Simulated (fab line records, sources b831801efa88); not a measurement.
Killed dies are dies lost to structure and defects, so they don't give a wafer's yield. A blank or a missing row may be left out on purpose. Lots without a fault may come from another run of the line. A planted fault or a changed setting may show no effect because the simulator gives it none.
Chamber matching | flow sky130 | SKY_CAPM_CVD_00 on pecvd-04: 3 sister chambers
The step deposits SiO2, target thk 15.5 nm. 3 wafers are shown with their chamber, then 8 later ones without.

WAFERS WITH THEIR CHAMBER
wafer  | chamber | heater_power_w (W)
L082.1 | 2       | 552
L087.4 | 1       | 635
L089.1 | 0       | 793

WAFERS WITHOUT THEIR CHAMBER
wafer  | heater_power_w (W)
L089.2 | 655
L089.3 | 662
L089.4 | 813
L089.5 | 679
L089.6 | 670
L092.1 | 636
L092.2 | 577
L092.3 | 697

WHICH CHAMBER EACH WENT THROUGH
wafer  | from the rows above     | in truth
L089.2 | 1                       | 1
L089.3 | 1                       | 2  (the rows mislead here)
L089.4 | 0                       | 0
L089.5 | 1                       | 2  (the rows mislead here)
L089.6 | 1                       | 1
L092.1 | 1                       | 1
L092.2 | can't be placed: 2 or 1 | 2
L092.3 | can't be placed: 1 or 0 | 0
Placed correctly: 4 of 8. Can't be placed from these rows: 2 (the true chamber is among the candidates in 2). Placed wrongly: 2.
How it was worked out, from the rows above alone: a wafer's distance from a chamber is the root of the sum, over the readings, of the square of ((its reading less the chamber's mean) divided by the reading's scatter). The wafer belongs to the nearest chamber; if the next one is less than 2 further off, it can't be placed. A chamber's mean is the mean of its shown wafers. The scatter: with one shown wafer a chamber, the root of the mean of the squares of how far each hidden wafer lies from its nearest shown one.
